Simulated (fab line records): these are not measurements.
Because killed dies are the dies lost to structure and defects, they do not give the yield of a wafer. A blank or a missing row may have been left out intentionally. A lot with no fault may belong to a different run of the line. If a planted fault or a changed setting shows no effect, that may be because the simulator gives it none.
Comparing a struck lot with a sound one :: flow sky130 :: 15 steps out of a route of 708
Sound: these wafers, L546.1, L546.3, L546.5. Struck: wafer L553.4. (L553.1, L553.6 of the same lot were not struck and are left out.) The cause comes at the end.
Per side, at each step with rows, come the tool, then ch with its chambers, and then its first start. Under that, the readings that differ: sound wafers :: struck wafers :: difference of the means :: sigmas: that difference in standard deviations of wafers without a fault.
alike: words and numbers the same on both sides, and readings whose means are apart by under 2 such deviations; not compared: readings that were withheld, readings missing a value for some wafer, numbers with overlapping values and no deviation given by the record, and bounds like >300 which may hide the same value.
The two part at a step that has a row with sigmas, a row that says differs or no value, or rows on one side only. Non-overlapping numbers with no deviation appear without sigmas and do not part them. A reading missing from all wafers of one side parts the sides only when that side holds two or more wafers.

SKY_SD_N_OVL_MEAS_08:
  sound: overlay-01 at day 29 14:48; struck: overlay-01 at day 31 16:12
reading: SD_N_OVL (nm)
sound: -2.3 -1.7 -2.0
struck: 1.2
difference: +3.2
sigmas: +2
then, 2 steps without rows for these wafers: SKY_SD_N_IMPLANT_09; SKY_SD_N_IMPLANT_10.
SKY_SD_N_STRIP_11: strips in O2/N2.
  sound on plasmaAsher-01 ch 0, day 29 15:08; struck on plasmaAsher-02 ch 0, day 31 16:32
reading: drypumpMotorCurrentA (A)
sound: 5.45 5.50 5.48
struck: 6.23
difference: +0.75
sigmas: +3
  alike: oesProductAu, stripTimeToEndpointS
  not compared: rfHoursCounterH
SKY_SD_N_TW_MEAS_12:
  sound: filmMetro-04 at day 29 15:14; struck: filmMetro-02 at day 31 16:38
  alike: SD_N_TW
then, 1 step without rows for these wafers: SKY_SD_N_CLEAN_13 (cleans in SC1/SC2, time 150 s).
SKY_SD_N_RTA_14: time 2 s.
  sound on rtpAnneal-01 ch 0, day 29 15:21; struck on rtpAnneal-01 ch 0, day 31 16:45
  alike: lampPowerPct, wafer_temp_C_max
SKY_SD_N_RS_MEAS_16: the measuring method here is four-point-probe.
  sound: filmMetro-02 at day 29 15:31; struck: filmMetro-04 at day 31 16:55
  alike: SD_N_RS
SKY_SD_N_RS_MEAS_17: the measuring method here is four-point-probe.
  sound: filmMetro-02 at day 29 15:38; struck: filmMetro-04 at day 31 17:02
  alike: SD_P_RS
SKY_SD_N_RS_MEAS_18: the measuring method here is four-point-probe.
  sound: filmMetro-02 at day 29 15:46; struck: filmMetro-04 at day 31 17:10
  alike: RES_XHIGH_RS
then, 1 step without rows for these wafers: SKY_SALICIDE_CLEAN_00 (cleans in HF-last, time 30 s).
SKY_LI_CONTACT_HDPCVD_00: deposits PSG, target thk 930 nm, time 155 s.
  sound on hdpcvd-02 ch 0,2, day 29 15:54; struck on hdpcvd-02 ch 1, day 31 17:18
reading: runLengthS (s)
sound: 183.2 182.8 183.0
struck: 229.9
difference: +46.9
sigmas: +58

reading: model.PSG_of_LI_CONTACT_HDPCVD_00.thkNm (nm)
sound: 938.2 925 943.5
struck: 1214
difference: +278
sigmas: 
  alike: susceptorTempC
SKY_LI_CONTACT_THK_MEAS_01:
  sound: filmMetro-04 at day 29 16:00; struck: filmMetro-02 at day 31 17:24
reading: LI_CONTACT_HDPCVD_THK (nm)
sound: 938 924 944
struck: 1214
difference: +279
sigmas: +28
SKY_LI_CONTACT_CMP_02: polishes PSG.
  sound on cmp-01 ch 0,2,3, day 29 16:04; struck on cmp-01 ch 1, day 31 17:28
reading: timeToEndpointS (s)
sound: 35.8 30.1 32.0
struck: 59.4
difference: +26.8
sigmas: +10
  alike: motorCurrentA
SKY_LI_CONTACT_BOW_MEAS_03:
  sound: filmMetro-01 at day 29 16:23; struck: filmMetro-01 at day 31 17:46
  alike: LI_CONTACT_BOW

WHERE THEY PART
At SKY_SD_N_OVL_MEAS_08 first; at SKY_LI_CONTACT_CMP_02 last (within this record only). Later steps at which nothing parts them and some readings are alike: SKY_LI_CONTACT_BOW_MEAS_03.

WHY: what the simulator had put in
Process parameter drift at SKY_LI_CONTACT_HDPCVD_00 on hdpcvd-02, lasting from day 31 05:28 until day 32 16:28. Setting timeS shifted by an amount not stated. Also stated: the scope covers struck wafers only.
